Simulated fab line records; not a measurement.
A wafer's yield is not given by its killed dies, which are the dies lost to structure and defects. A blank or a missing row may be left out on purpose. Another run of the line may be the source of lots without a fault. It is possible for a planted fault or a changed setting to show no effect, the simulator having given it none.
A lot that was struck, set against a sound lot || flow sky130 || 16 steps out of a route of 708
Sound: these wafers, L931.2, L931.3, L931.5. Struck: wafers L919.1, L919.2, L919.6. The cause comes at the end.
At each step with rows: each side's tool, then ch and its chambers, then its first start. Under that, the readings that differ: sound wafers || struck wafers || difference of the means || sigmas: that difference in standard deviations of wafers without a fault.
alike: readings whose means differ by less than 2 such deviations, and words and numbers that are the same on both sides. not compared: withheld readings, readings that some wafer has no value for, bounds like >300 that may hide the same value, and numbers for which the record gives no deviation and whose values overlap.
Wherever a step has rows on one side only, a row that says differs or no value, or a row with sigmas, the two part there. Numbers that have no deviation but don't overlap get no sigmas and don't part them. A reading missing from all wafers of one side parts the sides only when that side holds two or more wafers.

SKY_METAL5_SPUTTER_03: material Ti, target thk 5 nm, time 3.3 s.
  sound: pvd sputter-02 at day 48 12:58; struck: pvd sputter-03 at day 44 17:28
  alike: throttle valve pct
SKY_METAL5_SPUTTER_04: material TiN, target thk 70 nm, time 58.3 s.
  sound: pvd sputter-02 at day 48 12:59; struck: pvd sputter-03 at day 44 17:29
  alike: throttle valve pct
SKY_METAL5_RS_MEAS_05: a four-point-probe measurement.
  sound: film metro-03 at day 48 13:04; struck: film metro-03 at day 44 17:32
  alike: METAL5_ALCU_RS
SKY_METAL5_THK_MEAS_06: measures by xrf.
  sound: film metro-03 at day 48 13:10; struck: film metro-03 at day 44 17:39
  alike: METAL5_ALCU_THK
then, 7 steps without rows for these wafers: SKY_METAL5_DEHYDRATE_07 (time 60 s); SKY_METAL5_HMDS_08 (prime time 60 s); SKY_METAL5_COAT_09 (resist thk 1800 nm); SKY_METAL5_SOFTBAKE_10 (time 60 s); SKY_METAL5_EXPOSE_11 (exposes mask MM5, target cd 1600 nm); SKY_METAL5_PEB_12; SKY_METAL5_DEVELOP_13 (develop time 60 s).
SKY_METAL5_DESCUM_14: chemistry O2, time 11 s.
  sound on rie metal-04 ch 0,1, day 49 03:53; struck on rie metal-02 ch 0,1, day 45 14:53
  alike: drypump motor current A, oes product au
  not compared: rf hours counter h
SKY_METAL5_METAL_ETCH_15: etches the open film in Cl2/BCl3, stops on SiO2, target depth 1260 nm, time 252 s.
  sound on rie metal-04 ch 0,1, day 49 03:55; struck on rie metal-02 ch 0,1, day 45 14:55
  no value came back on the struck wafers for any of 5 readings (bcl3 flow sccm (sccm), bias w (W) and others); on the sound wafers bcl3 flow sccm (sccm) reads 29.94 29.91 30.17
{"reading": "model.NOVOLAK_of_METAL5_COAT_09.thk nm (nm)", "sound": "1054 1045 1042", "struck": "1788 1789 1787", "difference": "+741", "sigmas": ""}
{"reading": "model.SiO2_of_VIA4_HDPCVD_00.thk nm (nm)", "sound": "551 550.8 551.8", "struck": "575 572.8 571.5", "difference": "+22", "sigmas": ""}
{"reading": "model.METAL5.cd nm (nm)", "sound": "1598 1595 1593", "struck": "1605 1605 1605", "difference": "+10", "sigmas": ""}
  not compared: rf hours counter h
SKY_METAL5_STRIP_16: strips in O2/N2.
  sound on plasma asher-04 ch 0,1, day 49 04:10; struck on plasma asher-04 ch 0,1, day 45 15:09
{"reading": "strip time to endpoint s (s)", "sound": "12.97 12.90 12.86", "struck": "21.01 21.03 21.02", "difference": "+8.11", "sigmas": "+97"}
  alike: drypump motor current A, oes product au
  not compared: rf hours counter h
then, 1 step without rows for these wafers: SKY_METAL5_STRIP_17 (strips in post etch residue remover, time 1200 s).
SKY_PAD_OPEN_PROBE_99:
  sound: prober-01 at day 50 17:38; struck: prober-02 at day 47 09:38
{"reading": "defect limited yield (%)", "sound": "79.5 85.4 84.8", "struck": "0 0 0", "difference": -83, "sigmas": -49}
{"reading": "killed_at_M4_up", "sound": "1 2 0", "struck": "415 416 423", "difference": "+417", "sigmas": "+99 or more"}
{"reading": "killed dies", "sound": "101 72 75", "struck": "492 492 492", "difference": "+409", "sigmas": "+49"}
{"reading": "killed on rim", "sound": "21 18 15", "struck": "96 96 96", "difference": "+78", "sigmas": "+21"}
{"reading": "sort_bin_5_function (%)", "sound": "11.8 8.3 10.0", "struck": "93.3 92.3 93.3", "difference": "+82.9", "sigmas": "+64"}
{"reading": "sort n pass", "sound": "391 420 417", "struck": "0 0 0", "difference": -409, "sigmas": -49}
{"reading": "sort yield pct (%)", "sound": "79.5 85.4 84.8", "struck": "0 0 0", "difference": -83, "sigmas": -49}
  alike: killed_at_M0_to_M3, killed at contacts, killed at front end, killed at other, killed open, killed short, sort_bin_3_pad_short, sort_bin_6_memory

== WHERE THEY PART ==
At SKY_METAL5_METAL_ETCH_15 first; at SKY_PAD_OPEN_PROBE_99 last (within this record only).

WHY: whatever the simulator had introduced
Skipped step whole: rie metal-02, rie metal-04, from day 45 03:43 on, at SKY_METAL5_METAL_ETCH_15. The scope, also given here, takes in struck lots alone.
